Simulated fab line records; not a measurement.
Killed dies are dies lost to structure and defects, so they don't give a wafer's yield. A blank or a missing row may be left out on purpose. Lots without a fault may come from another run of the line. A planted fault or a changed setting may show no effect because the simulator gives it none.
fab line records | flow sky130
[record] lots = 6 | wafers = 18 | last-day = 50
route steps=708 shown SONOS_ONO@186 GATE_OXIDE@187 PAD_OPEN@708
lots with no fault: from the same line, run without faults
start-h: the number of hours between the record's first day and the start of the first shown wafer of the lot | wait-h: hours since the lot's step before | " repeats the value in the row above | L1.1+2: a single row standing in for several wafers | - either no value or no given start | * or withheld: withheld | < > ~ a bound
route shown NAME@n: names a module that has steps shown in the file, with the first one's number in the route | usual: mean/standard deviation of fault-free wafers | same: alike in all rows | chamber/n: place in a boat | sites: per-site readings | _std_site: standard deviation across them | _edge_site: inner sites' mean taken away from outer sites' mean | radius-mm: for every site, how far away it sits from the centre of the wafer | mask NAME#n: copy n | behind: tool/chamber where the wafer was last shaped | hold: cause of the lot's hold/its duration in hours/its outcome | device: whichever transistor did not switch (one of n, p or np) | end of line: the route-end tests of the same wafers | step lacking rows: just its recipe | killed: not the wafer's yield, but the dies lost to structure and defects at the first sort | map: a wafer's dies, marking killed ones x, the rest . and places with no die _
set.NAME: the setting the step ran with; set.NAME@STEP: the setting that earlier step ran with | model.NAME: the simulator's own value behind a step, which no gauge read
lots at selected steps of the route; one table per step, one row per wafer
services: the hour from which a tool's chamber was out of use, counted from the record's first day as start-h (under 0 if before that day), plus the number of hours and why
[[steps]]
[step SKY_SONOS_ONO_WET_ETCH_18]
[recipe] chemistry = H3PO4 | target-depth-nm = 15 | target = Si3N4 | temp-c = 160 | time-s = 172
[step SKY_GATE_OXIDE_CLEAN_00]
[recipe] chemistry = SC1/SC2 | mix = 1:4:20 | temp-c = 70 | time-s = 150 | dry = n2-spin
[step SKY_GATE_OXIDE_OXIDATION_01]
[recipe] temp-c = 900 | ambient = O2 | stabilise-s = 600 | purge-s = 300 | target-thk-a = 102.68 | ox-time-s = 1473
[step SKY_GATE_OXIDE_THK_MEAS_02]
[recipe] reads = SiO2_of_GATE_OXIDE_OXIDATION_01
[usual] GATE_OXIDE_OXIDATION_00_THK = 10.23/0.2
lot.wafer | tool          | chamber | start-h | wait-h | GATE_OXIDE_OXIDATION_00_THK[nm]
L641.2    | film-metro-02 | -       | 340.04  | 0.0    | 10.36
L641.5    | "             | -       | "       | "      | 10.43
L641.6    | "             | -       | "       | "      | 10.46
L642.1    | film-metro-03 | -       | 351.38  | 0.0    | 10.00
L642.2    | "             | -       | "       | "      | 9.96
L642.4    | "             | -       | "       | "      | 10.05
L643.1    | film-metro-02 | -       | 369.52  | 0.0    | 9.94
L643.5    | "             | -       | "       | "      | 10.08
L643.6    | "             | -       | "       | "      | 9.86
L649.3    | film-metro-03 | -       | 416.19  | 0.0    | 10.34
L649.5    | "             | -       | "       | "      | 10.23
L649.6    | "             | -       | "       | "      | 10.38
L650.1    | film-metro-01 | -       | 417.58  | 0.0    | 10.65
L650.4    | "             | -       | "       | "      | 10.61
L650.5    | "             | -       | "       | "      | 10.68
L657.1    | film-metro-03 | -       | 474.39  | 0.0    | 10.18
L657.3    | "             | -       | "       | "      | 10.40
L657.5    | "             | -       | "       | "      | 10.23
[step SKY_GATE_OXIDE_DEHYDRATE_03]
[recipe] temp-c = 200 | time-s = 60
[step SKY_GATE_OXIDE_HMDS_04]
[recipe] prime-time-s = 60 | prime-temp-c = 120
[step SKY_GATE_OXIDE_COAT_05]
[recipe] resist = NOVOLAK | spin-rpm = 3000 | resist-thk-nm = 1140
[step SKY_GATE_OXIDE_SOFTBAKE_06]
[recipe] temp-c = 90 | time-s = 60 | resist = NOVOLAK
[step SKY_GATE_OXIDE_EXPOSE_07]
[recipe] mask-id = LVOM | na = 0.6 | source-shape = conventional | sigma-outer = 0.6 | polarization = unpolarized | target-cd-nm = 600 | dose-mj = 170
[step SKY_GATE_OXIDE_PEB_08]
[recipe] temp-c = withheld | time-s = * | resist = NOVOLAK
[step SKY_GATE_OXIDE_DEVELOP_09]
[recipe] resist = NOVOLAK | developer = TMAH | develop-time-s = 60 | dev-temp-c = 23
[step SKY_GATE_OXIDE_OVL_MEAS_10]
[usual] GATE_OXIDE_OVL = -1.0/1.4
lot.wafer | tool       | chamber | start-h | wait-h | GATE_OXIDE_OVL[nm]
L641.2    | overlay-01 | -       | 367.29  | 0.1    | -1.2
L641.5    | "          | -       | "       | "      | -2.1
L641.6    | "          | -       | "       | "      | -0.5
L642.1    | overlay-02 | -       | 379.54  | 0.1    | -3.3
L642.2    | "          | -       | "       | "      | -3.0
L642.4    | "          | -       | "       | "      | -4.1
L643.1    | overlay-01 | -       | 396.06  | 0.1    | -2.9
L643.5    | "          | -       | "       | "      | -4.1
L643.6    | "          | -       | "       | "      | -3.2
L649.3    | overlay-01 | -       | 446.82  | 0.1    | -0.7
L649.5    | "          | -       | "       | "      | 2.0
L649.6    | "          | -       | "       | "      | 1.9
L650.1    | overlay-01 | -       | 448.41  | 0.1    | 0.4
L650.4    | "          | -       | "       | "      | 1.2
L650.5    | "          | -       | "       | "      | 0.0
L657.1    | overlay-01 | -       | 505.01  | 0.1    | -1.8
L657.3    | "          | -       | "       | "      | -2.2
L657.5    | "          | -       | "       | "      | -4.2
[step SKY_GATE_OXIDE_IMPLANT_11]
[recipe] species = B | energy-kev = 10 | dose-cm2 = 2.6e+12 | tilt-deg = withheld
[usual] beam-energy-keV = 10.000/0.0031
lot.wafer | tool         | chamber | start-h | wait-h | beam-energy-keV | model.implant.rp-nm | model.implant.drp-nm
L641.2    | implanter-03 | 0       | 367.35  | 0.0    | 9.331           | 30.86               | 16.3
L641.5    | "            | 0       | "       | "      | 9.330           | 30.86               | 16.3
L641.6    | "            | 0       | "       | "      | 9.326           | 30.86               | 16.3
L642.1    | implanter-03 | 0       | 379.57  | 0.0    | 9.325           | 29.62               | 16.3
L642.2    | "            | 0       | "       | "      | 9.326           | 29.62               | 16.3
L642.4    | "            | 0       | "       | "      | 9.327           | 29.62               | 16.3
L643.1    | implanter-04 | 0       | 396.10  | 0.0    | 9.992           | 31.9                | 17.11
L643.5    | "            | 0       | "       | "      | 10.002          | 31.9                | 17.11
L643.6    | "            | 0       | "       | "      | 9.998           | 31.9                | 17.11
L649.3    | implanter-03 | 0       | 446.90  | 0.1    | 10.006          | 34.37               | 17.11
L649.5    | "            | 0       | "       | "      | 10.003          | 34.37               | 17.11
L649.6    | "            | 0       | "       | "      | 10.003          | 34.37               | 17.11
L650.1    | implanter-04 | 0       | 448.45  | 0.0    | 9.993           | 31.73               | 17.11
L650.4    | "            | 0       | "       | "      | 9.996           | 31.73               | 17.11
L650.5    | "            | 0       | "       | "      | 9.999           | 31.73               | 17.11
L657.1    | implanter-01 | 0       | 505.05  | 0.0    | 10.001          | 34.11               | 17.11
L657.3    | "            | 0       | "       | "      | 9.999           | 34.11               | 17.11
L657.5    | "            | 0       | "       | "      | 10.004          | 34.11               | 17.11
[step SKY_GATE_OXIDE_WET_ETCH_12]
[recipe] chemistry = dHF | target-depth-nm = 16.8 | dry = n2-spin | target = SiO2 | dilution = 100:1 | temp-c = 25 | time-s = 336
[step SKY_PAD_OPEN_PROBE_99]
[usual] killed_at_M0_to_M3 = 43/6.4 | killed_at_M4_up = 3.5/1.8 | killed-at-contacts = 25/5.7 | killed-at-front-end = 15/3.9 | killed-at-other = 0.3/0.67 | killed-dies = 87/8.6 | killed-open = 47/6.7 | killed-short = 39/5.9
[same] gross-dies = 492 | killed-at-back-side = 0
lot.wafer | tool      | chamber | start-h | wait-h | killed_at_M0_to_M3 | killed_at_M4_up | killed-at-contacts | killed-at-front-end | killed-at-other | killed-dies | killed-open | killed-short | model.etest.pfet_01v8_lvt.off-log10-a-um
L641.2    | prober-01 | -       | 1116.76 | 0.1    | 50                 | 5               | 22                 | 20                  | 0               | 97          | 55          | 42           | -9.11
L641.5    | prober-01 | -       | 1116.91 | 0.2    | 33                 | 5               | 15                 | 18                  | 0               | 71          | 43          | 28           | -9.172
L641.6    | prober-01 | -       | 1116.96 | 0.2    | 47                 | 4               | 26                 | 14                  | 0               | 91          | 53          | 38           | -9.147
L642.1    | prober-02 | -       | 1125.42 | 0.1    | 41                 | 2               | 22                 | 13                  | 2               | 80          | 45          | 35           | -9.375
L642.2    | prober-02 | -       | 1125.47 | 0.1    | 42                 | 2               | 29                 | 21                  | 0               | 94          | 61          | 32           | -9.563
L642.4    | prober-02 | -       | 1125.57 | 0.2    | 46                 | 6               | 22                 | 21                  | 0               | 95          | 46          | 49           | -9.427
L643.1    | prober-01 | -       | 1137.46 | 0.1    | 42                 | 2               | 21                 | 12                  | 0               | 77          | 50          | 27           | -8.799
L643.5    | prober-01 | -       | 1137.66 | 0.2    | 39                 | 5               | 19                 | 17                  | 0               | 80          | 44          | 36           | -9.088
L643.6    | prober-01 | -       | 1137.71 | 0.2    | 44                 | 4               | 16                 | 14                  | 1               | 79          | 38          | 41           | -8.875
L649.3    | prober-01 | -       | 1165.41 | 0.2    | 48                 | 4               | 22                 | 10                  | 0               | 84          | 42          | 42           | -8.601
L649.5    | prober-01 | -       | 1165.51 | 0.2    | 49                 | 1               | 35                 | 9                   | 0               | 94          | 57          | 37           | -8.707
L649.6    | prober-01 | -       | 1165.56 | 0.2    | 43                 | 0               | 30                 | 11                  | 0               | 84          | 54          | 30           | -8.726
L650.1    | prober-02 | -       | 1170.60 | 0.1    | 52                 | 3               | 27                 | 14                  | 1               | 97          | 52          | 45           | -9.202
L650.4    | prober-02 | -       | 1170.75 | 0.2    | 43                 | 3               | 26                 | 18                  | 0               | 90          | 55          | 35           | -9.147
L650.5    | prober-02 | -       | 1170.80 | 0.2    | 48                 | 4               | 19                 | 20                  | 0               | 91          | 46          | 45           | -9.147
L657.1    | prober-02 | -       | 1201.40 | 0.1    | 34                 | 6               | 24                 | 9                   | 1               | 74          | 35          | 39           | -8.782
L657.3    | prober-02 | -       | 1201.50 | 0.2    | 41                 | 4               | 19                 | 16                  | 0               | 80          | 34          | 46           | -8.829
L657.5    | prober-02 | -       | 1201.60 | 0.2    | 39                 | 9               | 16                 | 21                  | 0               | 85          | 48          | 37           | -8.685
// killed by level:class
L641.2 VIA1:geometric-particle:open=12 CONTACT:geometric-particle:open=10 METAL2:geometric-particle:short=7 VIA2:geometric-particle:open=7 VIA1:geometric-particle:short=6 FIELD_ISO:geometric-particle:open=5 LI_CONTACT:geometric-particle:open=5 VIA3:geometric-particle:open=5
L641.5 VIA1:geometric-particle:open=10 POLY_GATE:geometric-particle:open=9 LI_CONTACT:geometric-particle:open=6 POLY_GATE:geometric-particle:short=5 VIA1:geometric-particle:short=5 METAL2:geometric-particle:short=5 CONTACT:geometric-particle:open=4 LOCAL_INTERCONNECT:geometric-particle:short=3
L641.6 VIA1:geometric-particle:open=12 CONTACT:geometric-particle:open=10 LI_CONTACT:geometric-particle:open=8 FIELD_ISO:geometric-particle:open=5 METAL1:geometric-particle:short=5 VIA1:geometric-particle:short=5 VIA2:geometric-particle:open=5 FIELD_ISO:geometric-particle:short=4
L642.1 CONTACT:geometric-particle:open=11 METAL1:geometric-particle:short=9 VIA1:geometric-particle:open=9 LI_CONTACT:geometric-particle:open=6 FIELD_ISO:geometric-particle:open=4 METAL2:geometric-particle:short=4 VIA2:geometric-particle:open=4 VIA2:geometric-particle:short=4
L642.2 VIA3:geometric-particle:open=11 CONTACT:geometric-particle:open=11 VIA1:geometric-particle:open=11 FIELD_ISO:geometric-particle:open=6 LI_CONTACT:geometric-particle:open=6 LI_CONTACT:geometric-particle:short=5 FIELD_ISO:geometric-particle:short=4 POLY_GATE:geometric-particle:open=4
L642.4 CONTACT:geometric-particle:open=8 VIA1:geometric-particle:open=8 VIA3:geometric-particle:open=7 FIELD_ISO:geometric-particle:short=6 CONTACT:geometric-particle:short=6 METAL4:geometric-particle:short=5 LOCAL_INTERCONNECT:geometric-particle:short=5 METAL2:geometric-particle:short=5
L643.1 VIA1:geometric-particle:open=11 CONTACT:geometric-particle:open=9 VIA3:geometric-particle:open=8 VIA2:geometric-particle:open=7 FIELD_ISO:geometric-particle:short=4 FIELD_ISO:geometric-particle:open=4 VIA1:geometric-particle:short=4 LI_CONTACT:geometric-particle:open=3
L643.5 VIA1:geometric-particle:open=10 CONTACT:geometric-particle:open=7 VIA3:geometric-particle:open=6 FIELD_ISO:geometric-particle:open=5 METAL2:geometric-particle:short=5 LI_CONTACT:geometric-particle:open=4 VIA1:geometric-particle:short=4 VIA2:geometric-particle:short=4
L643.6 VIA1:geometric-particle:short=8 METAL2:geometric-particle:short=7 VIA2:geometric-particle:open=7 VIA3:geometric-particle:open=7 CONTACT:geometric-particle:open=5 VIA1:geometric-particle:open=5 FIELD_ISO:geometric-particle:short=4 POLY_GATE:geometric-particle:short=4
L649.3 VIA1:geometric-particle:open=10 LI_CONTACT:geometric-particle:open=8 METAL1:geometric-particle:short=7 LOCAL_INTERCONNECT:geometric-particle:short=6 METAL2:geometric-particle:short=6 VIA2:geometric-particle:open=6 VIA1:geometric-particle:short=5 METAL3:geometric-particle:short=5
L649.5 VIA3:geometric-particle:open=13 LI_CONTACT:geometric-particle:open=11 CONTACT:geometric-particle:open=10 VIA2:geometric-particle:open=8 VIA1:geometric-particle:open=7 METAL1:geometric-particle:short=6 LI_CONTACT:geometric-particle:short=5 LOCAL_INTERCONNECT:geometric-particle:short=5
L649.6 VIA2:geometric-particle:open=11 VIA1:geometric-particle:open=11 LI_CONTACT:geometric-particle:open=9 CONTACT:geometric-particle:open=8 LOCAL_INTERCONNECT:geometric-particle:short=6 METAL2:geometric-particle:short=5 VIA3:geometric-particle:open=5 FIELD_ISO:geometric-particle:short=3
L650.1 VIA2:geometric-particle:open=11 LI_CONTACT:geometric-particle:open=9 CONTACT:geometric-particle:open=9 METAL1:geometric-particle:short=9 METAL2:geometric-particle:short=8 VIA3:geometric-particle:open=8 VIA1:geometric-particle:open=6 VIA2:geometric-particle:short=5
L650.4 LI_CONTACT:geometric-particle:open=14 VIA1:geometric-particle:open=10 FIELD_ISO:geometric-particle:open=9 VIA3:geometric-particle:open=7 VIA2:geometric-particle:open=6 VIA3:geometric-particle:short=4 POLY_GATE:geometric-particle:short=4 CONTACT:geometric-particle:open=4
L650.5 CONTACT:geometric-particle:open=8 VIA3:geometric-particle:open=8 FIELD_ISO:geometric-particle:open=6 METAL1:geometric-particle:short=6 LI_CONTACT:geometric-particle:open=5 VIA1:geometric-particle:short=5 VIA1:geometric-particle:open=5 METAL3:geometric-particle:short=5
L657.1 VIA3:geometric-particle:open=7 CONTACT:geometric-particle:open=6 LI_CONTACT:geometric-particle:short=6 VIA1:geometric-particle:open=6 LI_CONTACT:geometric-particle:open=5 VIA3:geometric-particle:short=5 METAL4:geometric-particle:short=5 VIA1:geometric-particle:short=4
L657.3 METAL2:geometric-particle:short=8 LOCAL_INTERCONNECT:geometric-particle:short=6 LI_CONTACT:geometric-particle:open=5 METAL3:geometric-particle:short=5 VIA1:geometric-particle:open=5 VIA2:geometric-particle:open=5 FIELD_ISO:geometric-particle:open=4 FIELD_ISO:geometric-particle:short=4
L657.5 FIELD_ISO:geometric-particle:open=8 POLY_GATE:geometric-particle:open=8 LI_CONTACT:geometric-particle:open=8 VIA1:geometric-particle:open=8 METAL4:geometric-particle:short=8 METAL1:geometric-particle:short=7 VIA3:geometric-particle:open=6 METAL3:geometric-particle:short=4
[[services]]
tool         | chamber | start-h | hours | kind
implanter-04 | -       | 372.03  | 7.6   | repair
implanter-01 | -       | 385.45  | 2.8   | pm
implanter-01 | -       | 441.94  | 8.8   | pm
[[key]]
[first-sign] step = SKY_GATE_OXIDE_IMPLANT_11 | reading = beam-energy-keV | direction = down | sigmas = 99+ | usual = * | struck = *
effect none on later readings
[model-effect] step = SKY_GATE_OXIDE_IMPLANT_11 | value = implant.rp-nm | without = 32.01 | struck = 30.24
[model-effect] step = SKY_PAD_OPEN_PROBE_99 | value = etest.pfet_01v8_lvt.off-log10-a-um | without = -8.957 | struck = -9.299
met-at SKY_GATE_OXIDE_IMPLANT_11
struck-wafers L641.2,L641.5,L641.6,L642.1,L642.2,L642.4
tester-left-out L641,L642
[fault] kind = process-parameter-drift | tool = implanter-03 | chamber = - | onset-h = 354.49 | steps = SKY_GATE_OXIDE_IMPLANT_11 | channel = energy-kev | offset = * | shape = step | end-h = 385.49 | acts-in = * | stated = *
// tester-left-out: of these lots the tester's yield and bins aren't shown, on N5 and GAA mostly nor the transistor test; their killed dies are dies lost to structure and defects alone, not to doping, threshold or leakage, so they don't give the yield
